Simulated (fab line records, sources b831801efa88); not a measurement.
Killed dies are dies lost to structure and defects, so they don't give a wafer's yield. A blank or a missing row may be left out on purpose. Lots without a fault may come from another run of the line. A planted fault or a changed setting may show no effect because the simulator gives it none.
Which tool did it? | flow sfq_line | 15 lots, 45 wafers sampled, at 3 steps of a route of 325

WHAT THE GAUGES READ, wafer by wafer
The record holds no reading of a measuring or inspecting step that can be judged against a usual standard deviation.

WHICH TOOL RAN EACH LOT (tool, then ch and the chambers of the sampled wafers, then the start)
lot  | SFQ_TRILAYER_L0_VIA_BARC_OPEN_VIA_ETCH_021 | SFQ_TRILAYER_L0_VIA_ETCH_VIA_ETCH_016 | SFQ_TRILAYER_M0_LITHO_EXPOSE_022
L291 | rie_diel-03 ch 0,2,3, day 7 08:10          | rie_diel-03 ch 0,2,3, day 7 08:12     | krf_scanner-01 ch 0, day 10 14:55
L292 | rie_diel-03 ch 0,1,2, day 7 12:58          | rie_diel-03 ch 0,1,2, day 7 13:00     | krf_scanner-01 ch 0, day 10 23:31
L293 | rie_diel-01 ch 2,3, day 7 20:10            | rie_diel-01 ch 2,3, day 7 20:12       | krf_scanner-01 ch 0, day 11 09:19
L294 | rie_diel-03 ch 1,3, day 8 07:22            | rie_diel-03 ch 1,3, day 8 07:24       | krf_scanner-02 ch 0, day 12 02:03
L297 | rie_diel-01 ch 1,3, day 9 06:10            | rie_diel-01 ch 1,3, day 9 06:12       | krf_scanner-02 ch 0, day 13 09:15
L299 | rie_diel-03 ch 1,2,3, day 9 14:34          | rie_diel-03 ch 1,2,3, day 9 14:36     | krf_scanner-02, day 14 00:39
L300 | rie_diel-01 ch 0,1, day 9 21:16            | rie_diel-01 ch 0,1, day 9 21:18       | krf_scanner-01, day 14 12:58
L301 | rie_diel-01 ch 1,3, day 9 23:40            | rie_diel-01 ch 1,3, day 9 23:42       | krf_scanner-01, day 14 15:34
L307 | rie_diel-03 ch 1,2,3, day 11 17:40         | rie_diel-03 ch 1,2,3, day 11 17:42    | krf_scanner-01 ch 0, day 16 22:58
L308 | rie_diel-01 ch 1,3, day 12 10:35           | rie_diel-01 ch 1,3, day 12 10:37      | krf_scanner-02 ch 0, day 17 14:29
L310 | rie_diel-01 ch 0,1,2, day 12 18:59         | rie_diel-01 ch 0,1,2, day 12 19:01    | krf_scanner-02 ch 0, day 17 23:53
L311 | rie_diel-01 ch 1,2,3, day 13 00:59         | rie_diel-01 ch 1,2,3, day 13 01:01    | krf_scanner-02 ch 0, day 18 07:17
L312 | rie_diel-01 ch 0,2,3, day 13 05:47         | rie_diel-01 ch 0,2,3, day 13 05:49    | krf_scanner-02 ch 0, no start
L313 | rie_diel-01 ch 0,1,2, day 13 16:35         | rie_diel-01 ch 0,1,2, day 13 16:37    | krf_scanner-02 ch 0, day 19 01:41
L314 | rie_diel-04 ch 0,1,3, day 14 00:59         | rie_diel-04 ch 0,1,3, day 14 01:01    | krf_scanner-02 ch 0, day 19 11:53
- SFQ_TRILAYER_L0_VIA_BARC_OPEN_VIA_ETCH_021: etches BARC in O2, target depth 125 nm, time 41.7 s.
- SFQ_TRILAYER_L0_VIA_ETCH_VIA_ETCH_016: etches SiO2 in CHF3, stops on MoNx KI, target depth 80 nm.
- SFQ_TRILAYER_M0_LITHO_EXPOSE_022: exposes mask M0, target cd 500 nm.

WHAT THE TOOLS THEMSELVES READ (means of the sampled wafers that have a number; where no wafer has one, the mark that the record gives instead)
SFQ_TRILAYER_L0_VIA_BARC_OPEN_VIA_ETCH_021.
lot  | tool        | bias_w (W) | chamber_pressure_mTorr (mTorr) | drypump_motor_current_A (A) | oes_product_au (a.u.)
L291 | rie_diel-03 | 79.82      | 29.999                         | 5.8                         | 0.685
L292 | rie_diel-03 | 80.09      | 30.026                         | 5.8                         | 0.682
L293 | rie_diel-01 | 79.92      | 30.013                         | 5.1                         | 0.688
L294 | rie_diel-03 | 79.84      | 29.967                         | 6.0                         | 0.682
L297 | rie_diel-01 | 79.74      | 29.973                         | 5.1                         | 0.690
L299 | rie_diel-03 | -          | -                              | -                           | -
L300 | rie_diel-01 | -          | -                              | -                           | -
L301 | rie_diel-01 | -          | -                              | -                           | -
L307 | rie_diel-03 | 80.04      | 29.977                         | 5.9                         | 0.687
L308 | rie_diel-01 | 79.76      | 30.003                         | 5.1                         | 0.683
L310 | rie_diel-01 | 79.86      | 29.977                         | 5.3                         | 0.681
L311 | rie_diel-01 | 80.20      | 30.010                         | 5.1                         | 0.686
L312 | rie_diel-01 | 79.89      | 29.999                         | 5.3                         | 0.683
L313 | rie_diel-01 | 79.68      | 29.995                         | 5.3                         | 0.684
L314 | rie_diel-04 | 79.93      | 29.990                         | 6.2                         | 0.696

SFQ_TRILAYER_L0_VIA_ETCH_VIA_ETCH_016.
lot  | tool        | bias_w (W) | chamber_pressure_mTorr (mTorr) | drypump_motor_current_A (A) | oes_product_au (a.u.)
L291 | rie_diel-03 | 80.17      | 29.986                         | 5.8                         | 0.835
L292 | rie_diel-03 | 80.07      | 30.025                         | 5.8                         | 0.841
L293 | rie_diel-01 | 80.06      | 30.008                         | 5.1                         | 0.843
L294 | rie_diel-03 | 80.21      | 30.003                         | 6.0                         | 0.844
L297 | rie_diel-01 | 79.91      | 30.012                         | 5.1                         | 0.850
L299 | rie_diel-03 | 80.13      | 30.004                         | 5.8                         | 0.372
L300 | rie_diel-01 | 80.07      | 30.016                         | 5.3                         | 0.372
L301 | rie_diel-01 | 80.23      | 30.011                         | 5.1                         | 0.376
L307 | rie_diel-03 | 79.97      | 30.005                         | 5.9                         | 0.847
L308 | rie_diel-01 | 80.10      | 29.988                         | 5.1                         | 0.838
L310 | rie_diel-01 | 79.91      | 30.014                         | 5.3                         | 0.845
L311 | rie_diel-01 | 80.10      | 30.005                         | 5.1                         | 0.848
L312 | rie_diel-01 | 80.24      | 29.976                         | 5.3                         | 0.831
L313 | rie_diel-01 | 79.80      | 29.991                         | 5.3                         | 0.839
L314 | rie_diel-04 | 80.25      | 29.993                         | 6.2                         | 0.844

SFQ_TRILAYER_M0_LITHO_EXPOSE_022.
lot  | tool           | exposure_dose_mJ_cm2 | focus_offset_nm (nm)
L291 | krf_scanner-01 | 14.406               | -0.6
L292 | krf_scanner-01 | 14.408               | -0.4
L293 | krf_scanner-01 | 14.414               | 0.3
L294 | krf_scanner-02 | 14.386               | 0.2
L297 | krf_scanner-02 | 14.399               | -0.1
L299 | krf_scanner-02 | -                    | -
L300 | krf_scanner-01 | -                    | -
L301 | krf_scanner-01 | -                    | -
L307 | krf_scanner-01 | 14.423               | 0.2
L308 | krf_scanner-02 | 14.370               | -0.2
L310 | krf_scanner-02 | 14.427               | -0.1
L311 | krf_scanner-02 | 14.384               | 0.2
L312 | krf_scanner-02 | 14.415               | -0.3
L313 | krf_scanner-02 | 14.392               | -0.2
L314 | krf_scanner-02 | 14.404               | -0.3

THE ANSWER, worked out from the rows above alone
Rule: what is usual is taken from the lots themselves. Put in order of their means at a reading, lots are off if they are a third of the lots or fewer, leave a main group of 4 or more, and stand apart from it by a gap of 3 or more times the standard deviation of the main group's means; of several such gaps the widest counts. A main group whose means are all the same, to the digits that the tables above print for the reading, isn't used. A lot without any number at a reading at which 4 lots or more have one is off too. The other lots that the step has rows for count as sound. The gauges are gone through in route order, then the tools' own readings, and for those a lot's mean is taken as printed above. The first step at which some lot is off is used, and at that step the reading that is off furthest; a lot without a number counts as furthest.
Off: L299, L300, L301, at SFQ_TRILAYER_L0_VIA_BARC_OPEN_VIA_ETCH_021 (bias_w). Without a number there: L299, L300, L301. The main group: mean 79.90 W, standard deviation 0.14.
A tool fits if, at that step or a process step before it, it ran every lot that is off, and no sound lot after the first of them. None of those tried fits.

WHAT THE SIMULATOR HAD PUT IN
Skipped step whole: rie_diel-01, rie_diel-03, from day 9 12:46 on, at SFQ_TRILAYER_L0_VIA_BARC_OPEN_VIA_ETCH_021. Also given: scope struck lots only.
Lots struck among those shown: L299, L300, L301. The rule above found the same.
